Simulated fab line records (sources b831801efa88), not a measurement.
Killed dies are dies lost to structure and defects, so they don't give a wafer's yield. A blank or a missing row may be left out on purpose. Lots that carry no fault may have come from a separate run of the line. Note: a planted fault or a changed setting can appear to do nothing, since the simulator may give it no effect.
Which tool did it? :: flow gf180mcu :: Sampling: 13 lots, 39 wafers, 4 of 602 route steps

== WHAT EACH GAUGE READ, for each wafer ==
GF_STI_THK_MEAS_02. Usual: STI_OXIDATION_THK gives 9.99 nm (standard deviation 0.14).
lot: L438
measured: day 1 12:26
on: film-metro-02
STI_OXIDATION_THK (nm): 9.98 9.95 9.74
flag: 

lot: L440
measured: day 1 22:18
on: film-metro-02
STI_OXIDATION_THK (nm): 10.01 9.93 9.98
flag: 

lot: L442
measured: day 2 07:31
on: film-metro-03
STI_OXIDATION_THK (nm): 9.77 9.90 9.69
flag: 

lot: L443
measured: day 2 13:04
on: film-metro-01
STI_OXIDATION_THK (nm): 9.98 10.07 9.84
flag: 

lot: L444
measured: day 2 17:32
on: film-metro-03
STI_OXIDATION_THK (nm): 10.12 10.13 10.07
flag: 

lot: L445
measured: day 2 23:56
on: film-metro-02
STI_OXIDATION_THK (nm): 9.84 9.81 9.68
flag: 

lot: L446
measured: day 3 05:28
on: film-metro-02
STI_OXIDATION_THK (nm): 9.98 10.09 9.88
flag: 

lot: L449
measured: day 3 19:46
on: film-metro-03
STI_OXIDATION_THK (nm): 9.71 9.81 10.00
flag: 

lot: L450
measured: day 4 00:14
on: film-metro-02
STI_OXIDATION_THK (nm): 10.05 10.02 10.22
flag: 

lot: L451
measured: day 4 04:31
on: film-metro-02
STI_OXIDATION_THK (nm): 10.33 10.20 10.27
flag: 

lot: L454
measured: day 4 19:31
on: film-metro-01
STI_OXIDATION_THK (nm): 9.90 9.99 10.00
flag: 

lot: L457
measured: day 5 10:32
on: film-metro-01
STI_OXIDATION_THK (nm): 9.93 9.90 9.94
flag: 

lot: L461
measured: day 6 06:31
on: film-metro-03
STI_OXIDATION_THK (nm): 10.34 10.20 10.18
flag: 

GF_VT_IMPLANT_RS_MEAS_47: measurement is done with a four-point probe. Usual: NWELL_RS gives 487.4 ohm/sq (standard deviation 1.3).
lot: L438
measured: day 7 17:20
on: film-metro-03
NWELL_RS (ohm/sq): 486.5 487.2 486.7
flag: 

lot: L440
measured: day 8 05:30
on: film-metro-04
NWELL_RS (ohm/sq): 488.2 489.0 486.4
flag: 

lot: L442
measured: day 8 22:18
on: film-metro-04
NWELL_RS (ohm/sq): 488.5 488.4 488.5
flag: 

lot: L443
measured: day 9 10:18
on: film-metro-04
NWELL_RS (ohm/sq): 486.8 487.0 487.2
flag: 

lot: L444
measured: day 9 14:22
on: film-metro-03
NWELL_RS (ohm/sq): 488.9 487.5 488.7
flag: 

lot: L445
measured: day 9 20:38
on: film-metro-03
NWELL_RS (ohm/sq): 486.0 486.4 487.2
flag: 

lot: L446
measured: day 9 23:44
on: film-metro-04
NWELL_RS (ohm/sq): 488.1 487.4 487.0
flag: 

lot: L449
measured: day 10 18:43
on: film-metro-01
NWELL_RS (ohm/sq): 485.4 486.6 485.7
flag: 

lot: L450
measured: day 11 02:31
on: film-metro-04
NWELL_RS (ohm/sq): 486.9 486.8 488.8
flag: 

lot: L451
measured: day 11 05:21
on: film-metro-01
NWELL_RS (ohm/sq): 484.3 485.8 484.9
flag: 

lot: L454
measured: day 12 03:27
on: film-metro-01
NWELL_RS (ohm/sq): 488.1 487.0 487.7
flag: 

lot: L457
measured: day 13 01:17
on: film-metro-01
NWELL_RS (ohm/sq): 487.7 487.8 488.1
flag: 

lot: L461
measured: day 14 02:43
on: film-metro-01
NWELL_RS (ohm/sq): 487.8 488.0 487.4
flag: 

GF_HV_LDD_RS_MEAS_53: measurement is done with a four-point probe. Usual: HV_LDD_RS gives 417.7 ohm/sq (standard deviation 0.87).
lot: L438
measured: day 12 13:07
on: film-metro-03
HV_LDD_RS (ohm/sq): 416.9 417.8 415.3
flag: 

lot: L440
measured: day 13 02:25
on: film-metro-03
HV_LDD_RS (ohm/sq): 418.2 417.7 417.6
flag: 

lot: L442
measured: day 13 22:39
on: film-metro-01
HV_LDD_RS (ohm/sq): 418.3 419.0 418.5
flag: 

lot: L443
measured: day 14 18:20
on: film-metro-04
HV_LDD_RS (ohm/sq): 416.5 417.8 415.5
flag: 

lot: L444
measured: day 14 22:00
on: film-metro-04
HV_LDD_RS (ohm/sq): 418.8 417.7 418.2
flag: 

lot: L445
measured: day 15 04:25
on: film-metro-04
HV_LDD_RS (ohm/sq): 417.3 417.7 419.0
flag: 

lot: L446
measured: day 15 08:00
on: film-metro-03
HV_LDD_RS (ohm/sq): 416.4 417.2 417.0
flag: 

lot: L449
measured: day 16 07:29
on: film-metro-04
HV_LDD_RS (ohm/sq): 416.9 416.5 417.3
flag: 

lot: L450
measured: day 16 12:40
on: film-metro-01
HV_LDD_RS (ohm/sq): 418.1 418.8 418.3
flag: 

lot: L451
measured: day 16 17:08
on: film-metro-01
HV_LDD_RS (ohm/sq): 418.1 417.6 418.3
flag: 

lot: L454
measured: day 18 00:27
on: film-metro-04
HV_LDD_RS (ohm/sq): 421.9 421.2 420.2
flag: OFF

lot: L457
measured: day 19 02:53
on: film-metro-01
HV_LDD_RS (ohm/sq): 421.0 421.1 420.8
flag: OFF

lot: L461
measured: day 20 07:10
on: film-metro-01
HV_LDD_RS (ohm/sq): 418.0 417.9 418.0
flag: 

== WHICH TOOL RAN EACH LOT (tool, then ch and the chambers of the sampled wafers, then the start) ==
lot: L438
GF_HV_LDD_IMPLANT_35: implanter-02 ch 0, day 11 17:17

lot: L440
GF_HV_LDD_IMPLANT_35: implanter-02 ch 0, day 12 06:18

lot: L442
GF_HV_LDD_IMPLANT_35: implanter-01 ch 0, day 13 02:02

lot: L443
GF_HV_LDD_IMPLANT_35: implanter-01 ch 0, day 13 20:40

lot: L444
GF_HV_LDD_IMPLANT_35: implanter-03 ch 0, day 13 23:53

lot: L445
GF_HV_LDD_IMPLANT_35: implanter-03 ch 0, day 14 06:11

lot: L446
GF_HV_LDD_IMPLANT_35: implanter-01 ch 0, day 14 10:14

lot: L449
GF_HV_LDD_IMPLANT_35: implanter-02 ch 0, day 15 08:20

lot: L450
GF_HV_LDD_IMPLANT_35: implanter-01 ch 0, day 15 13:56

lot: L451
GF_HV_LDD_IMPLANT_35: implanter-02 ch 0, day 15 17:31

lot: L454
GF_HV_LDD_IMPLANT_35: implanter-01 ch 0, day 16 23:31

lot: L457
GF_HV_LDD_IMPLANT_35: implanter-01 ch 0, day 18 02:11

lot: L461
GF_HV_LDD_IMPLANT_35: implanter-02 ch 0, day 19 05:57
- GF_HV_LDD_IMPLANT_35

== AS READ BY THE TOOLS THEMSELVES (means over the sampled wafers that have a number; for cases with no such wafer, the mark the record gives instead) ==
GF_HV_LDD_IMPLANT_35. Usual: dose-ions-cm2 7.501e+12, standard deviation 8.3e+09; faraday-current-uA 42.3, standard deviation 0.74; rotation-deg 180.00 degrees, standard deviation 0.039.
lot: L438
tool: implanter-02
dose-ions-cm2: 7.502e+12
faraday-current-uA: 41.8
rotation-deg (degrees): 179.98
flag: 

lot: L440
tool: implanter-02
dose-ions-cm2: 7.504e+12
faraday-current-uA: 42.2
rotation-deg (degrees): 179.97
flag: 

lot: L442
tool: implanter-01
dose-ions-cm2: 7.501e+12
faraday-current-uA: 42.2
rotation-deg (degrees): 180.01
flag: 

lot: L443
tool: implanter-01
dose-ions-cm2: 7.501e+12
faraday-current-uA: 42.5
rotation-deg (degrees): 179.94
flag: 

lot: L444
tool: implanter-03
dose-ions-cm2: 7.510e+12
faraday-current-uA: 42.7
rotation-deg (degrees): 179.97
flag: 

lot: L445
tool: implanter-03
dose-ions-cm2: 7.489e+12
faraday-current-uA: 43.1
rotation-deg (degrees): 180.02
flag: 

lot: L446
tool: implanter-01
dose-ions-cm2: 7.503e+12
faraday-current-uA: 42.3
rotation-deg (degrees): 180.03
flag: 

lot: L449
tool: implanter-02
dose-ions-cm2: 7.505e+12
faraday-current-uA: 42.2
rotation-deg (degrees): 180.00
flag: 

lot: L450
tool: implanter-01
dose-ions-cm2: 7.497e+12
faraday-current-uA: 41.3
rotation-deg (degrees): 180.00
flag: 

lot: L451
tool: implanter-02
dose-ions-cm2: 7.500e+12
faraday-current-uA: 42.2
rotation-deg (degrees): 179.98
flag: 

lot: L454
tool: implanter-01
dose-ions-cm2: 6.704e+12
faraday-current-uA: 37.8
rotation-deg (degrees): 179.97
flag: OFF

lot: L457
tool: implanter-01
dose-ions-cm2: 6.698e+12
faraday-current-uA: 37.2
rotation-deg (degrees): 179.97
flag: OFF

lot: L461
tool: implanter-02
dose-ions-cm2: 7.507e+12
faraday-current-uA: 42.0
rotation-deg (degrees): 180.03
flag: 

== THE ANSWER, worked out from the rows above alone ==
Rule: a lot is off if the mean of its wafers that have a number lies more than 3 standard deviations from the usual mean. A lot without any number at a reading at which 4 lots or more have one is off too. Where the step has rows for the other lots, those lots are counted as sound. Order of review: gauges by route order, followed by the tools' own readings, for which a lot's mean as printed above is used. At the first step where some lot is off, the reading lying furthest off is the one used; lots without a number count as furthest.
Off: L454, L457, at GF_HV_LDD_RS_MEAS_53 (HV_LDD_RS).
If a tool, at a process step before that reading, ran all the lots that are off and no sound lot after the first of them, it fits. The gauges at GF_HV_LDD_RS_MEAS_53 aren't tried: what is off there is off at GF_HV_LDD_IMPLANT_35 too, on other tools, and a gauge's error can't cause that. One fits: GF_HV_LDD_IMPLANT_35 on implanter-01. Its last sound lot is L450 (day 15 13:56), its first lot that is off L454 (day 16 23:31): a fault that began between those two fits.
The tool's own readings at GF_HV_LDD_IMPLANT_35 bear it out: on the lots that are off they differ by more than 5 times the standard deviation of the sound lots' means. dose-ions-cm2 reads 6.701e+12 there against 7.502e+12 on the sound lots; faraday-current-uA reads 37.5 there against 42.2 on the sound lots.

== WHAT HAD BEEN PUT IN BY THE SIMULATOR ==
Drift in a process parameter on implanter-01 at GF_HV_LDD_IMPLANT_35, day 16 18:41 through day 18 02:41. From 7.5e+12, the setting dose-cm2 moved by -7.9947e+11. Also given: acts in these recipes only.
Struck lots among those shown: L454, L457. The rule above found the same.
